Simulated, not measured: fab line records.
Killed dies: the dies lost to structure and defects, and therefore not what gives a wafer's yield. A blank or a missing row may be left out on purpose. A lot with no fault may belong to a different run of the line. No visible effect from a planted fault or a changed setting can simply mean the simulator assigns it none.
fab line records + flow gf180mcu
record
- lots=13
- wafers=39
- last_day=34
route steps=602 shown V2@407 V3@444
lots with no fault: from the same line, run without faults
start_h: hours from the record's first day to the start of the lot's first wafer shown + wait_h: how many hours have passed since the lot's step before this one + " unchanged from the row above + L1.1+2: a row that stands for several wafers + - no value present, or no start provided + * or withheld: withheld + < > ~ a bound
route shown NAME@n: a module of which the file shows steps, and the number in the route of the first + usual: mean and standard deviation over wafers with no fault + same: alike in all rows + chamber/n: place in a boat + sites: each site's reading + _std_site: standard deviation of those values + _edge_site: inner sites' mean taken away from outer sites' mean + radius_mm: for every site, how far away it sits from the centre of the wafer + mask NAME#n: copy n + behind: the most recent tool/chamber to have shaped the wafer + hold: the reason the lot was held/the length of the hold in hours/how it ended + device: transistor that didn't switch, given as n, p or np + end of line: the tests these same wafers got at the end of their route + for a step that has no rows: nothing shown but its recipe + killed: not the wafer's yield, but the dies lost to structure and defects at the first sort + map: the dies of a wafer, with x for killed, . for not killed, _ for no die there
set.NAME: the setting that was run; set.NAME@STEP: the one run at that earlier step + model.NAME: the simulator's own value behind a step, which no gauge read
route steps across a sampled set of lots; one table per step, one row per wafer
services: a tool's chamber out of use, with start hour (start_h, from the record's first day; less than 0 if before it), hours out, and reason
## steps
# step GF_V2_THK_MEAS_25
# recipe
- thk_meas_gauge=xrf
- reads=W_of_V2_CVD_23
# usual
- V2_W_THK=343/3.8
| lot.wafer | tool          | chamber | start_h | wait_h | V2_W_THK[nm] |
|-----------|---------------|---------|---------|--------|--------------|
| L478.1    | film_metro-02 | -       | 476.84  | 0.1    | 338          |
| L478.4    | "             | -       | "       | "      | 340          |
| L478.5    | "             | -       | "       | "      | 326          |
| L480.2    | film_metro-02 | -       | 494.08  | 0.1    | 345          |
| L480.3    | "             | -       | "       | "      | 342          |
| L480.6    | "             | -       | "       | "      | 343          |
| L482.3    | film_metro-04 | -       | 512.78  | 0.1    | 342          |
| L482.4    | "             | -       | "       | "      | 344          |
| L482.6    | "             | -       | "       | "      | 348          |
| L490.2    | film_metro-02 | -       | 581.00  | 0.1    | 347          |
| L490.5    | "             | -       | "       | "      | 344          |
| L490.6    | "             | -       | "       | "      | 348          |
| L492.1    | film_metro-04 | -       | 593.50  | 0.1    | 342          |
| L492.5    | "             | -       | "       | "      | 343          |
| L492.6    | "             | -       | "       | "      | 341          |
| L493.2    | film_metro-01 | -       | 602.05  | 0.1    | 345          |
| L493.5    | "             | -       | "       | "      | 340          |
| L493.6    | "             | -       | "       | "      | 341          |
| L494.1    | film_metro-02 | -       | 616.00  | 0.1    | 341          |
| L494.3    | "             | -       | "       | "      | 342          |
| L494.4    | "             | -       | "       | "      | 342          |
| L495.2    | film_metro-04 | -       | 618.86  | 0.1    | 346          |
| L495.3    | "             | -       | "       | "      | 346          |
| L495.6    | "             | -       | "       | "      | 344          |
| L496.2    | film_metro-02 | -       | 627.48  | 0.1    | 345          |
| L496.3    | "             | -       | "       | "      | 346          |
| L496.4    | "             | -       | "       | "      | 344          |
| L497.1    | film_metro-04 | -       | 634.36  | 0.1    | 341          |
| L497.2    | "             | -       | "       | "      | 339          |
| L497.5    | "             | -       | "       | "      | 341          |
| L498.4    | film_metro-02 | -       | 642.57  | 0.1    | 343          |
| L498.5    | "             | -       | "       | "      | 346          |
| L498.6    | "             | -       | "       | "      | 352          |
| L499.2    | film_metro-01 | -       | 644.75  | 0.1    | 345          |
| L499.5    | "             | -       | "       | "      | 345          |
| L499.6    | "             | -       | "       | "      | 342          |
| L500.1    | film_metro-01 | -       | 654.25  | 0.1    | 341          |
| L500.2    | "             | -       | "       | "      | 340          |
| L500.3    | "             | -       | "       | "      | 344          |
# step GF_V2_CMP_26
# recipe
- stop_on=SiO2
- down_force_psi=3.5
- platen_rpm=60
- t_overpolish_s=15
- target_thk_nm=0
- pad_velocity_m_s=0.94248
# usual
- edge_zone_pressure_frac=1.000/0.0054
- motor_current_A=10.9/0.88
- overpolish_run_s=15.001/0.0087
- time_to_endpoint_s=83/3.3
# same
- t_overpolish_s=15
| lot.wafer | tool   | chamber | start_h | wait_h | edge_zone_pressure_frac | motor_current_A | overpolish_run_s | time_to_endpoint_s |
|-----------|--------|---------|---------|--------|-------------------------|-----------------|------------------|--------------------|
| L478.4    | cmp-02 | 1       | 476.95  | 0.1    | 0.997                   | 11.4            | 15.005           | 80                 |
| L478.1    | "      | 2       | "       | "      | 1.011                   | 11.4            | 14.996           | 80                 |
| L478.5    | "      | 1       | "       | "      | 0.995                   | 11.2            | 14.989           | 76                 |
| L480.2    | cmp-02 | 1       | 494.13  | 0.0    | 1.002                   | 10.8            | 15.006           | 85                 |
| L480.3    | "      | 0       | "       | "      | 0.999                   | 9.1             | 14.996           | 82                 |
| L480.6    | "      | 1       | "       | "      | 0.996                   | 11.5            | 15.012           | 83                 |
| L482.3    | cmp-02 | 3       | 512.87  | 0.1    | 0.997                   | 10.1            | 14.996           | 84                 |
| L482.4    | "      | 1       | "       | "      | 1.003                   | 11.4            | 15.012           | 83                 |
| L482.6    | "      | 3       | "       | "      | 0.984                   | 10.2            | 15.014           | 83                 |
| L490.2    | cmp-01 | 0       | 581.05  | 0.0    | 1.004                   | 11.8            | 15.007           | 81                 |
| L490.5    | "      | 0       | "       | "      | 1.001                   | 10.9            | 15.007           | 80                 |
| L490.6    | "      | 1       | "       | "      | 0.999                   | 11.1            | 14.998           | 79                 |
| L492.1    | cmp-01 | 2       | 593.61  | 0.1    | 1.006                   | 11.2            | 15.004           | 79                 |
| L492.5    | "      | 1       | "       | "      | 1.001                   | 10.9            | 14.997           | 81                 |
| L492.6    | "      | 2       | "       | "      | 1.006                   | 11.0            | 15.017           | 77                 |
| L493.2    | cmp-02 | 2       | 602.10  | 0.0    | 1.004                   | 11.5            | 14.993           | 86                 |
| L493.5    | "      | 2       | "       | "      | 0.995                   | 11.4            | 15.003           | 86                 |
| L493.6    | "      | 3       | "       | "      | 0.994                   | 10.0            | 15.005           | 88                 |
| L494.3    | cmp-01 | 2       | 616.06  | 0.0    | 1.001                   | 10.8            | 15.001           | 82                 |
| L494.4    | "      | 3       | "       | "      | 0.996                   | 12.3            | 15.012           | 85                 |
| L494.1    | "      | 1       | "       | "      | 0.989                   | 10.8            | 14.998           | 80                 |
| L495.3    | cmp-02 | 0       | 618.91  | 0.0    | 0.998                   | 9.3             | 14.992           | 83                 |
| L495.2    | "      | 2       | "       | "      | 1.004                   | 12.2            | 14.993           | 85                 |
| L495.6    | "      | 0       | "       | "      | 1.009                   | 9.6             | 14.997           | 80                 |
| L496.3    | cmp-02 | 3       | 627.58  | 0.1    | 0.999                   | 10.5            | 15.004           | 86                 |
| L496.2    | "      | 0       | "       | "      | 1.001                   | 9.5             | 15.018           | 81                 |
| L496.4    | "      | 1       | "       | "      | 0.997                   | 11.0            | 14.984           | 82                 |
| L497.1    | cmp-01 | 3       | 634.42  | 0.1    | 0.986                   | 11.8            | 14.997           | 85                 |
| L497.2    | "      | 1       | "       | "      | 1.001                   | 10.8            | 15.011           | 80                 |
| L497.5    | "      | 0       | "       | "      | 1.002                   | 11.8            | 14.987           | 83                 |
| L498.4    | cmp-01 | 2       | 642.60  | 0.0    | 1.005                   | 11.3            | 14.997           | 81                 |
| L498.6    | "      | 2       | "       | "      | 1.002                   | 11.2            | 15.009           | 82                 |
| L498.5    | "      | 3       | "       | "      | 0.999                   | 12.7            | 15.001           | 83                 |
| L499.2    | cmp-02 | 2       | 644.80  | 0.0    | 0.993                   | 11.6            | 14.986           | 88                 |
| L499.5    | "      | 2       | "       | "      | 1.000                   | 11.7            | 15.015           | 90                 |
| L499.6    | "      | 3       | "       | "      | 1.007                   | 9.7             | 14.989           | 89                 |
| L500.3    | cmp-01 | 1       | 654.31  | 0.0    | 1.004                   | 11.7            | 14.990           | 79                 |
| L500.1    | "      | 3       | "       | "      | 0.995                   | 10.8            | 14.999           | 80                 |
| L500.2    | "      | 0       | "       | "      | 1.002                   | 11.6            | 14.990           | 78                 |
# step GF_V3_OVL_MEAS_15
# usual
- V3_OVL=-3/5.5
| lot.wafer | tool       | chamber | start_h | wait_h | V3_OVL[nm] |
|-----------|------------|---------|---------|--------|------------|
| L478.1    | overlay-01 | -       | 526.21  | 0.1    | -8         |
| L478.4    | "          | -       | "       | "      | -2         |
| L478.5    | "          | -       | "       | "      | -9         |
| L480.2    | overlay-02 | -       | 542.46  | 0.1    | -10        |
| L480.3    | "          | -       | "       | "      | 0          |
| L480.6    | "          | -       | "       | "      | 3          |
| L482.3    | overlay-02 | -       | 560.10  | 0.1    | -1         |
| L482.4    | "          | -       | "       | "      | 1          |
| L482.6    | "          | -       | "       | "      | 4          |
| L490.2    | overlay-02 | -       | 624.68  | 0.1    | -13        |
| L490.5    | "          | -       | "       | "      | -14        |
| L490.6    | "          | -       | "       | "      | -6         |
| L492.1    | overlay-01 | -       | 637.42  | 0.1    | 0          |
| L492.5    | "          | -       | "       | "      | 1          |
| L492.6    | "          | -       | "       | "      | -6         |
| L493.2    | overlay-01 | -       | 645.93  | 0.1    | 0          |
| L493.5    | "          | -       | "       | "      | 3          |
| L493.6    | "          | -       | "       | "      | -5         |
| L494.1    | overlay-02 | -       | 657.64  | 0.1    | -8         |
| L494.3    | "          | -       | "       | "      | -9         |
| L494.4    | "          | -       | "       | "      | -8         |
| L495.2    | overlay-02 | -       | 661.70  | 0.1    | -6         |
| L495.3    | "          | -       | "       | "      | -4         |
| L495.6    | "          | -       | "       | "      | 4          |
| L496.2    | overlay-01 | -       | 669.60  | 0.1    | 3          |
| L496.3    | "          | -       | "       | "      | 0          |
| L496.4    | "          | -       | "       | "      | 5          |
| L497.1    | overlay-01 | -       | 676.14  | 0.1    | 1          |
| L497.2    | "          | -       | "       | "      | -1         |
| L497.5    | "          | -       | "       | "      | -1         |
| L498.4    | overlay-02 | -       | 682.94  | 0.1    | 0          |
| L498.5    | "          | -       | "       | "      | 2          |
| L498.6    | "          | -       | "       | "      | 5          |
| L499.2    | overlay-02 | -       | 685.95  | 0.1    | -3         |
| L499.5    | "          | -       | "       | "      | 0          |
| L499.6    | "          | -       | "       | "      | 4          |
| L500.1    | overlay-02 | -       | 693.99  | 0.1    | -1         |
| L500.2    | "          | -       | "       | "      | -6         |
| L500.3    | "          | -       | "       | "      | 1          |
# step GF_V3_SPUTTER_22
# recipe
- material=TiN
- target_thk_nm=10
- chamber_pressure_pa=5
- power_w=4000
- time_s=40
# usual
- chamber_pressure_pa=5.000/0.01
- throttle_valve_pct=30.2/1
| lot.wafer | tool           | chamber | start_h | wait_h | chamber_pressure_pa | throttle_valve_pct |
|-----------|----------------|---------|---------|--------|---------------------|--------------------|
| L478.1    | pvd_sputter-04 | -       | 526.97  | 0.0    | 4.996               | 29.8               |
| L478.4    | "              | -       | "       | "      | 5.010               | 30.6               |
| L478.5    | "              | -       | "       | "      | 5.016               | 29.5               |
| L480.2    | pvd_sputter-04 | -       | 543.22  | 0.0    | 4.792               | 30.8               |
| L480.3    | "              | -       | "       | "      | 4.803               | 30.3               |
| L480.6    | "              | -       | "       | "      | 4.791               | 31.4               |
| L482.3    | pvd_sputter-04 | -       | 560.85  | 0.0    | 4.802               | 31.6               |
| L482.4    | "              | -       | "       | "      | 4.786               | 30.1               |
| L482.6    | "              | -       | "       | "      | 4.790               | 30.7               |
| L490.2    | pvd_sputter-03 | -       | 625.43  | 0.0    | 5.002               | 29.3               |
| L490.5    | "              | -       | "       | "      | 5.006               | 29.2               |
| L490.6    | "              | -       | "       | "      | 4.998               | 30.2               |
| L492.1    | pvd_sputter-02 | -       | 638.21  | 0.0    | 5.013               | 32.6               |
| L492.5    | "              | -       | "       | "      | 4.993               | 29.9               |
| L492.6    | "              | -       | "       | "      | 4.996               | 32.9               |
| L493.2    | pvd_sputter-03 | -       | 646.72  | 0.0    | 5.008               | 29.2               |
| L493.5    | "              | -       | "       | "      | 4.990               | 29.4               |
| L493.6    | "              | -       | "       | "      | 4.998               | 29.9               |
| L494.1    | pvd_sputter-04 | -       | 658.81  | 0.0    | 5.001               | 29.7               |
| L494.3    | "              | -       | "       | "      | 5.003               | 31.0               |
| L494.4    | "              | -       | "       | "      | 4.984               | 31.0               |
| L495.2    | pvd_sputter-04 | -       | 662.48  | 0.0    | 5.002               | 29.7               |
| L495.3    | "              | -       | "       | "      | 5.012               | 31.0               |
| L495.6    | "              | -       | "       | "      | 4.998               | 30.8               |
| L496.2    | pvd_sputter-04 | -       | 670.36  | 0.0    | 5.017               | 29.9               |
| L496.3    | "              | -       | "       | "      | 5.004               | 29.5               |
| L496.4    | "              | -       | "       | "      | 4.998               | 30.7               |
| L497.1    | pvd_sputter-03 | -       | 677.24  | 0.0    | 4.982               | 30.4               |
| L497.2    | "              | -       | "       | "      | 4.991               | 30.1               |
| L497.5    | "              | -       | "       | "      | 4.990               | 28.9               |
| L498.4    | pvd_sputter-02 | -       | 683.80  | 0.0    | 4.988               | 31.4               |
| L498.5    | "              | -       | "       | "      | 4.992               | 28.7               |
| L498.6    | "              | -       | "       | "      | 4.977               | 31.3               |
| L499.2    | pvd_sputter-02 | -       | 686.74  | 0.0    | 4.984               | 31.0               |
| L499.5    | "              | -       | "       | "      | 5.000               | 32.8               |
| L499.6    | "              | -       | "       | "      | 5.003               | 30.0               |
| L500.1    | pvd_sputter-02 | -       | 694.84  | 0.0    | 4.995               | 32.6               |
| L500.2    | "              | -       | "       | "      | 4.989               | 28.5               |
| L500.3    | "              | -       | "       | "      | 4.989               | 30.9               |
## services
| tool           | chamber | start_h | hours | kind                           |
|----------------|---------|---------|-------|--------------------------------|
| pvd_sputter-03 | -       | 473.95  | 0.7   | repair                         |
| cmp-01         | -       | 474.19  | 4.9   | repair                         |
| cmp-02         | -       | 486.94  | 1.8   | repair                         |
| pvd_sputter-04 | -       | 497.86  | 5.6   | repair                         |
| cmp-01         | -       | 507.94  | 7.2   | pm                             |
| pvd_sputter-04 | -       | 521.92  | 4.1   | repair                         |
| pvd_sputter-03 | -       | 527.55  | 2.9   | repair                         |
| pvd_sputter-02 | -       | 538.49  | 8.1   | repair                         |
| cmp-01         | -       | 543.60  | 1.2   | repair                         |
| cmp-02         | -       | 572.00  | 4.0   | pm                             |
| cmp-02         | -       | 576.00  | -     | consumable_replace:conditioner |
| cmp-02         | -       | 576.00  | -     | consumable_replace:pad         |
| cmp-02         | -       | 577.12  | 1.3   | repair                         |
| pvd_sputter-02 | -       | 591.09  | 1.5   | repair                         |
| pvd_sputter-02 | -       | 626.30  | 7.5   | repair                         |
| pvd_sputter-02 | -       | 643.61  | 5.7   | repair                         |
| pvd_sputter-04 | -       | 644.94  | 2.1   | repair                         |
| cmp-01         | -       | 676.04  | 10.4  | repair                         |
| cmp-02         | -       | 686.51  | 3.7   | pm                             |
| pvd_sputter-04 | -       | 691.92  | 3.6   | repair                         |
## key
first_sign
- step=GF_V3_SPUTTER_22
- reading=chamber_pressure_pa
- direction=down
- sigmas=20
- usual=5.000
- struck=4.794
effect none on later readings
met_at GF_V3_SPUTTER_22
struck_lots L480,L482
not_acting_at GF_V2_THK_MEAS_25,GF_V2_CMP_26,GF_V3_OVL_MEAS_15
onset_between 526.97 543.22
fault
- kind=process_parameter_drift
- tool=pvd_sputter-04
- chamber=-
- onset_h=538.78
- steps=GF_V3_SPUTTER_22
- channel=chamber_pressure_pa
- offset=-0.21042
- shape=step
- end_h=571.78
- acts_in=these_recipes_only
- stated=5
